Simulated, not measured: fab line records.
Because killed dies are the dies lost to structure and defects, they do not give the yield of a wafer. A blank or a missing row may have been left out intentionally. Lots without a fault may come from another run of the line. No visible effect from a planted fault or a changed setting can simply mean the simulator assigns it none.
Which tool was responsible? -- flow gf180mcu -- Sampling: 12 lots, 36 wafers, 2 of 602 route steps

== WHAT THE GAUGES READ, wafer by wafer ==
GF_V3_THK_MEAS_03. Usual: for V3_CVD_02_THK the level is 850 nm and the standard deviation is 12.
lot,measured,on,V3_CVD_02_THK (nm),flag
L180,day 21 21:04,film_metro-02,844 863 870,
L181,day 22 00:57,film_metro-02,833 833 848,
L183,day 22 21:20,film_metro-02,849 863 861,
L184,day 23 05:17,film_metro-03,844 862 854,
L185,day 23 19:50,film_metro-02,843 855 864,
L186,day 23 23:01,film_metro-03,835 830 842,
L191,day 25 18:05,film_metro-01,844 843 851,
L195,day 27 02:30,film_metro-02,849 860 856,
L196,day 27 04:26,film_metro-01,829 847 853,
L198,day 27 22:50,film_metro-02,838 858 848,
L201,day 28 18:38,film_metro-03,844 848 858,
L202,day 29 01:31,film_metro-02,840 844 865,

== WHICH TOOL RAN EACH LOT (tool, then ch and the chambers of the sampled wafers, then the start) ==
lot,GF_V2_ETCH_16
L180,"rie_diel-01 ch 1,2, day 20 18:25"
L181,"rie_diel-01 ch 1,3, day 20 22:01"
L183,"rie_diel-04 ch 1,2, day 21 18:55"
L184,"rie_diel-01 ch 1,2,3, day 22 03:53"
L185,"rie_diel-03 ch 0,1,3, day 22 19:23"
L186,"rie_diel-01 ch 1,2, day 22 21:29"
L191,"rie_diel-03 ch 0,1,2, day 24 17:43"
L195,"rie_diel-01 ch 0,2, day 26 02:14"
L196,"rie_diel-04 ch 1,2,3, day 26 04:32"
L198,"rie_diel-04 ch 1,2,3, day 27 00:13"
L201,"rie_diel-01 ch 0,2,3, day 27 20:44"
L202,"rie_diel-04 ch 0,3, day 28 03:34"
- GF_V2_ETCH_16: etches BARC in N2/H2.

== WHAT THE TOOLS THEMSELVES READ (means of the sampled wafers that have a number; where no wafer has one, the mark that the record gives instead) ==
GF_V2_ETCH_16. Usual: bias_w 100.0 W, standard deviation 0.34; drypump_motor_current_A 5.9 A, standard deviation 0.54; oes_product_au 0.855 a.u., standard deviation 0.005; throttle_valve_pct 13.226 %, standard deviation 0.0087.
lot,tool,bias_w (W),drypump_motor_current_A (A),oes_product_au (a.u.),throttle_valve_pct (%),flag
L180,rie_diel-01,99.9,6.3,0.852,13.223,
L181,rie_diel-01,100.2,6.4,0.854,13.229,
L183,rie_diel-04,99.8,6.3,0.858,13.216,
L184,rie_diel-01,100.1,6.4,0.858,13.212,
L185,rie_diel-03,100.1,5.5,0.858,13.215,
L186,rie_diel-01,99.9,6.3,0.855,13.237,
L191,rie_diel-03,98.5,5.8,0.857,13.220,OFF
L195,rie_diel-01,100.1,6.0,0.855,13.222,
L196,rie_diel-04,100.1,6.0,0.857,13.230,
L198,rie_diel-04,99.6,6.0,0.860,13.231,
L201,rie_diel-01,99.9,6.1,0.854,13.228,
L202,rie_diel-04,100.1,5.1,0.859,13.232,

== THE ANSWER, worked out from the rows above alone ==
Rule: take the mean of a lot's wafers that have a number; if it is more than 3 standard deviations from the usual mean, the lot is off. A lot without any number at a reading at which 4 lots or more have one is off too. All remaining lots with rows at the step are treated as sound. Order of review: gauges by route order, followed by the tools' own readings, for which a lot's mean as printed above is used. At the first step where some lot is off, the reading lying furthest off is the one used; lots without a number count as furthest.
Off: L191, at GF_V2_ETCH_16 (bias_w).
If a tool, at that step or one of the process steps before it, ran each lot that is off and ran no sound lot following the first of them, it fits. One fits: rie_diel-03 at GF_V2_ETCH_16. A fault onset in the window from L185 (day 22 19:23, its last sound lot) to L191 (day 24 17:43, its first lot off) fits.
The tool's own readings at GF_V2_ETCH_16 bear it out: on the lots that are off they differ by more than 5 times the standard deviation of the sound lots' means. bias_w reads 98.5 W there against 100.0 W on the sound lots.

== WHAT WAS PUT IN BY THE SIMULATOR ==
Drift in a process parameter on rie_diel-03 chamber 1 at GF_V2_ETCH_16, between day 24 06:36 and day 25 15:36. Setting bias_w shifted by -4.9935 from 100. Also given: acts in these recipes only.
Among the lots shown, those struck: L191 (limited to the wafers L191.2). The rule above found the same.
